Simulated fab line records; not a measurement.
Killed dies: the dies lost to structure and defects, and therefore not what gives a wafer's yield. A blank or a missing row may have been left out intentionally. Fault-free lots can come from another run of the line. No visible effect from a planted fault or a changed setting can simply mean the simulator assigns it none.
Which tool is to blame? -- flow gf180mcu -- 24 lots, 72 wafers sampled, at 6 steps of a route of 602

WHAT THE GAUGES SHOWED, per wafer
GF_M2_CD_MEAS_14: the cd target is 280 nm. Usual: cd-nm at 280.1 nm, with a standard deviation of 1.3.
lot,measured,on,cd-nm (nm),flag
L074,day 19 06:16,cd-sem-02,280.1 279.3 280.5,
L075,day 19 17:12,cd-sem-02,281.2 282.1 280.4,
L076,day 19 22:17,cd-sem-01,281.6 280.5 282.1,
L077,day 20 08:42,cd-sem-02,280.5 281.0 281.6,
L078,day 21 00:37,cd-sem-02,279.3 279.5 277.9,
L079,day 21 08:27,cd-sem-02,281.3 281.5 280.6,
L080,day 21 16:00,cd-sem-02,281.2 280.5 281.6,
L081,day 22 03:47,cd-sem-02,281.7 280.7 281.3,
L082,day 22 11:53,cd-sem-01,279.0 279.9 280.7,
L083,day 22 15:17,cd-sem-02,278.8 278.8 280.2,
L084,day 23 02:48,cd-sem-02,278.9 279.4 280.2,
L085,day 23 08:39,cd-sem-02,280.2 280.7 279.4,
L086,day 23 14:25,cd-sem-02,278.7 279.4 279.2,
L087,day 23 20:28,cd-sem-02,281.5 281.1 280.1,
L088,day 24 10:15,cd-sem-02,279.8 279.6 280.3,
L089,day 24 15:22,cd-sem-02,281.9 281.9 281.3,
L090,day 24 21:07,cd-sem-01,281.3 281.7 281.3,
L091,day 25 11:11,cd-sem-02,280.1 278.8 279.0,
L092,day 25 12:35,cd-sem-02,279.3 281.3 280.8,
L093,day 25 18:26,cd-sem-01,278.6 279.1 279.6,
L094,day 26 05:10,cd-sem-01,276.1 277.1 276.2,
L095,day 26 13:22,cd-sem-01,277.6 278.8 278.6,
L096,day 26 19:46,cd-sem-01,280.4 281.1 280.4,
L097,day 27 02:55,cd-sem-01,280.1 280.1 280.6,

GF_V5_BOW_MEAS_05. Usual: V5_BOW 133 um, standard deviation 9.6.
lot,measured,on,V5_BOW (um),flag
L074,day 26 09:05,film-metro-04,129 150 135,
L075,day 26 18:06,film-metro-01,135 135 138,
L076,day 26 20:13,film-metro-01,146 131 140,
L077,day 27 06:41,film-metro-02,129 139 136,
L078,day 27 19:10,film-metro-01,123 128 126,
L079,day 28 02:51,film-metro-01,150 134 152,
L080,day 28 10:24,film-metro-02,138 132 133,
L081,day 28 18:48,film-metro-04,127 118 125,
L082,day 29 02:53,film-metro-04,122 116 132,
L083,day 29 03:59,film-metro-01,128 129 136,
L084,day 29 14:17,film-metro-04,129 135 136,
L085,day 29 18:17,film-metro-04,126 123 124,
L086,day 30 00:47,film-metro-02,115 129 112,
L087,day 30 05:26,film-metro-02,139 139 140,
L088,day 30 15:49,film-metro-02,151 153 135,
L089,day 30 19:32,film-metro-04,128 153 130,
L090,day 31 02:13,film-metro-02,130 122 112,
L091,day 31 13:29,film-metro-04,135 123 133,
L092,day 31 15:21,film-metro-02,125 136 129,
L093,day 31 20:05,film-metro-01,120 113 123,
L094,day 32 04:10,film-metro-02,137 143 143,
L095,day 32 10:11,film-metro-01,126 133 133,
L096,day 32 16:31,film-metro-01,141 135 130,
L097,day 32 20:46,film-metro-02,142 136 140,

TOOL THAT RAN EACH LOT (tool first, then ch and the chambers of the sampled wafers, then the start)
lot,GF_SAB_STRIP_13,GF_M3_SPUTTER_04,GF_V3_CMP_26,GF_MIM_SPUTTER_04
L074,"plasma-asher-01 ch 0,1, day 15 01:42","pvd-sputter-01, day 20 09:37","cmp-02 ch 1,3, day 22 11:51","pvd-sputter-04, day 24 12:46"
L075,"plasma-asher-02 ch 0,1, day 15 13:46","pvd-sputter-04, day 20 20:48","cmp-01 ch 0,1,2, day 22 21:59","pvd-sputter-03, day 24 21:50"
L076,"plasma-asher-01 ch 1, day 15 18:20","pvd-sputter-03, day 21 01:38","cmp-01 ch 1,2,3, day 23 01:48","pvd-sputter-03, day 25 00:47"
L077,"plasma-asher-02 ch 0,1, day 16 02:00","pvd-sputter-04, day 21 11:42","cmp-01 ch 2,3, day 23 13:03","pvd-sputter-01, day 25 11:28"
L078,"plasma-asher-02 ch 0,1, day 16 18:19","pvd-sputter-03, day 22 02:54","cmp-01 ch 0,1,2, day 24 02:05","pvd-sputter-03, day 26 01:01"
L079,"plasma-asher-04 ch 0,1, day 17 01:20","pvd-sputter-04, day 22 10:33","cmp-02 ch 1,2, day 24 10:13","pvd-sputter-01, day 26 08:41"
L080,"plasma-asher-01 ch 0,1, day 17 09:13","pvd-sputter-03, day 22 18:46","cmp-01 ch 2,3, day 24 19:16","pvd-sputter-04, day 26 16:56"
L081,"plasma-asher-02 ch 0,1, day 17 21:30","pvd-sputter-04, day 23 06:25","cmp-01 ch 1,3, day 25 04:36","pvd-sputter-01, day 27 01:34"
L082,"plasma-asher-04 ch 0,1, day 18 04:54","pvd-sputter-04, day 23 13:52","cmp-01 ch 0,1, day 25 11:42","pvd-sputter-03, day 27 09:29"
L083,"plasma-asher-02 ch 0,1, day 18 10:38","pvd-sputter-04, day 23 17:07","cmp-01 ch 1,2, day 25 15:10","pvd-sputter-03, day 27 11:34"
L084,"plasma-asher-02 ch 0,1, day 18 21:10","pvd-sputter-01, day 24 04:17","cmp-02 ch 1,2, day 26 01:52","pvd-sputter-01, day 27 22:02"
L085,"plasma-asher-01 ch 0,1, day 19 04:07","pvd-sputter-01, day 24 09:41","cmp-01 ch 0,1, day 26 06:43","pvd-sputter-03, day 28 02:13"
L086,"plasma-asher-04 ch 0,1, day 19 12:07","pvd-sputter-03, day 24 15:19","cmp-01 ch 0,1,3, day 26 12:11","pvd-sputter-01, day 28 08:14"
L087,"plasma-asher-02 ch 0,1, day 19 17:13","pvd-sputter-04, day 24 21:29","cmp-02 ch 1,2,3, day 26 18:15","pvd-sputter-03, day 28 13:28"
L088,"plasma-asher-01 ch 0, day 20 07:50","pvd-sputter-01, day 25 10:52","cmp-01 ch 0,2, day 27 06:41","pvd-sputter-01, day 29 00:43"
L089,"plasma-asher-04 ch 0,1, day 20 13:43","pvd-sputter-04, day 25 16:17","cmp-01 ch 1,3, day 27 11:59","pvd-sputter-04, day 29 06:20"
L090,"plasma-asher-02 ch 0,1, day 20 20:06","pvd-sputter-03, day 25 22:01","cmp-01 ch 0,3, day 27 17:04","pvd-sputter-01, day 29 11:10"
L091,"plasma-asher-02 ch 0, day 21 10:44","pvd-sputter-03, day 26 11:40","cmp-01 ch 0,3, day 28 05:56","pvd-sputter-03, day 30 00:01"
L092,"plasma-asher-01 ch 0,1, day 21 12:49","pvd-sputter-01, day 26 12:16","cmp-02 ch 1,2,3, day 28 07:24","pvd-sputter-04, day 30 01:50"
L093,"plasma-asher-02 ch 0,1, day 21 20:11","pvd-sputter-01, day 26 17:17","cmp-01 ch 0,2, day 28 11:29","pvd-sputter-01, day 30 06:04"
L094,"plasma-asher-02 ch 0,1, day 22 07:01","pvd-sputter-01, day 27 03:38","cmp-01 ch 1,2,3, day 28 21:35","pvd-sputter-01, day 30 15:02"
L095,"plasma-asher-04 ch 0,1, day 22 16:48","pvd-sputter-04, day 27 12:52","cmp-02 ch 0,2, day 29 06:07","pvd-sputter-01, day 30 22:07"
L096,"plasma-asher-01 ch 0,1, day 22 22:46","pvd-sputter-01, day 27 19:07","cmp-02 ch 0,2,3, day 29 11:13","pvd-sputter-01, day 31 04:06"
L097,"plasma-asher-01 ch 0,1, day 23 08:54","pvd-sputter-01, day 28 01:53","cmp-02 ch 0,2,3, day 29 18:40","pvd-sputter-03, day 31 10:31"
- GF_SAB_STRIP_13: strips in O2/N2.
- GF_M3_SPUTTER_04: material TiN, target thk 50 nm, time 41.7 s.
- GF_V3_CMP_26: polishes, stops on SiO2, t overpolish 15 s, target thk 0 nm.
- GF_MIM_SPUTTER_04: material TiN, target thk 50 nm, time 41.7 s.

AS READ BY THE TOOLS THEMSELVES (means over the sampled wafers that have a number; for cases with no such wafer, the mark the record gives instead)
GF_SAB_STRIP_13. Usual: drypump-motor-current-A 5.8 A, standard deviation 0.43; heater-power-w 296 W, standard deviation 13; oes-product-au 0.710 a.u., standard deviation 0.0044; strip-time-to-endpoint-s 12.40 s, standard deviation 0.033.
lot,tool,drypump-motor-current-A (A),heater-power-w (W),oes-product-au (a.u.),strip-time-to-endpoint-s (s),flag
L074,plasma-asher-01,6.2,291,0.708,12.39,
L075,plasma-asher-02,5.8,289,0.713,12.40,
L076,plasma-asher-01,6.2,280,0.709,12.38,
L077,plasma-asher-02,5.6,289,0.706,12.44,
L078,plasma-asher-02,5.8,291,0.711,12.37,
L079,plasma-asher-04,5.4,307,0.705,12.40,
L080,plasma-asher-01,6.2,293,0.711,12.39,
L081,plasma-asher-02,5.6,285,0.713,12.40,
L082,plasma-asher-04,5.2,314,0.710,12.41,
L083,plasma-asher-02,5.9,281,0.709,12.42,
L084,plasma-asher-02,5.6,285,0.709,12.38,
L085,plasma-asher-01,6.2,299,0.712,12.37,
L086,plasma-asher-04,5.2,316,0.713,12.37,
L087,plasma-asher-02,5.6,284,0.708,12.39,
L088,plasma-asher-01,6.1,296,0.711,12.38,
L089,plasma-asher-04,5.2,315,0.705,12.36,
L090,plasma-asher-02,5.8,287,0.709,12.40,
L091,plasma-asher-02,5.4,289,0.715,12.35,
L092,plasma-asher-01,6.2,302,0.707,12.40,
L093,plasma-asher-02,5.8,284,0.710,12.41,
L094,plasma-asher-02,5.6,286,0.704,12.39,
L095,plasma-asher-04,5.2,316,0.711,12.46,
L096,plasma-asher-01,6.1,298,0.712,12.42,
L097,plasma-asher-01,6.1,299,0.709,12.38,

GF_M3_SPUTTER_04. Usual: throttle-valve-pct at 30.3 %, with a standard deviation of 1.1.
lot,tool,throttle-valve-pct (%),flag
L074,pvd-sputter-01,30.3,
L075,pvd-sputter-04,29.9,
L076,pvd-sputter-03,30.0,
L077,pvd-sputter-04,30.5,
L078,pvd-sputter-03,29.9,
L079,pvd-sputter-04,30.3,
L080,pvd-sputter-03,30.1,
L081,pvd-sputter-04,30.8,
L082,pvd-sputter-04,30.8,
L083,pvd-sputter-04,30.5,
L084,pvd-sputter-01,30.9,
L085,pvd-sputter-01,30.8,
L086,pvd-sputter-03,30.2,
L087,pvd-sputter-04,30.4,
L088,pvd-sputter-01,29.8,
L089,pvd-sputter-04,30.9,
L090,pvd-sputter-03,30.1,
L091,pvd-sputter-03,30.1,
L092,pvd-sputter-01,30.6,
L093,pvd-sputter-01,30.4,
L094,pvd-sputter-01,29.7,
L095,pvd-sputter-04,30.4,
L096,pvd-sputter-01,29.5,
L097,pvd-sputter-01,29.7,

GF_V3_CMP_26. Usual: motor-current-A 10.6 A, standard deviation 0.61; overpolish-run-s 15.002 s, standard deviation 0.0098; time-to-endpoint-s 84 s, standard deviation 4.
lot,tool,motor-current-A (A),overpolish-run-s (s),time-to-endpoint-s (s),flag
L074,cmp-02,10.8,15.017,79,
L075,cmp-01,10.6,14.994,85,
L076,cmp-01,10.7,15.001,84,
L077,cmp-01,10.0,15.001,84,
L078,cmp-01,10.5,15.003,81,
L079,cmp-02,9.6,15.005,87,
L080,cmp-01,10.1,15.004,86,
L081,cmp-01,10.8,15.003,88,
L082,cmp-01,11.0,14.999,87,
L083,cmp-01,10.2,14.998,85,
L084,cmp-02,10.0,15.003,86,
L085,cmp-01,11.1,15.006,88,
L086,cmp-01,11.2,15.009,87,
L087,cmp-02,10.3,15.007,86,
L088,cmp-01,10.3,15.003,86,
L089,cmp-01,11.0,15.000,86,
L090,cmp-01,10.7,15.004,85,
L091,cmp-01,10.8,14.999,86,
L092,cmp-02,10.4,15.002,83,
L093,cmp-01,10.1,15.001,82,
L094,cmp-01,10.7,14.994,86,
L095,cmp-02,10.3,15.006,79,
L096,cmp-02,10.6,14.997,76,
L097,cmp-02,10.4,14.994,80,

GF_MIM_SPUTTER_04. Usual: throttle-valve-pct at 30.3 %, with a standard deviation of 1.1.
lot,tool,throttle-valve-pct (%),flag
L074,pvd-sputter-04,30.8,
L075,pvd-sputter-03,31.1,
L076,pvd-sputter-03,31.1,
L077,pvd-sputter-01,30.1,
L078,pvd-sputter-03,30.1,
L079,pvd-sputter-01,30.9,
L080,pvd-sputter-04,30.7,
L081,pvd-sputter-01,29.7,
L082,pvd-sputter-03,31.0,
L083,pvd-sputter-03,28.9,
L084,pvd-sputter-01,29.4,
L085,pvd-sputter-03,30.0,
L086,pvd-sputter-01,31.1,
L087,pvd-sputter-03,30.1,
L088,pvd-sputter-01,30.6,
L089,pvd-sputter-04,29.8,
L090,pvd-sputter-01,30.9,
L091,pvd-sputter-03,30.0,
L092,pvd-sputter-04,30.5,
L093,pvd-sputter-01,29.5,
L094,pvd-sputter-01,29.7,
L095,pvd-sputter-01,30.4,
L096,pvd-sputter-01,29.7,
L097,pvd-sputter-03,31.1,

THE ANSWER, worked out from the rows above alone
Rule: a lot is off if the mean of its wafers that have a number lies more than 3 standard deviations from the usual mean. A lot without any number at a reading at which 4 lots or more have one is off too. All remaining lots with rows at the step are treated as sound. Order of review: gauges by route order, followed by the tools' own readings, for which a lot's mean as printed above is used. At the first step where some lot is off, the reading lying furthest off is the one used; lots without a number count as furthest.
No lot is off at any reading shown: from this, nothing can be told.

WHAT THE SIMULATOR PUT IN
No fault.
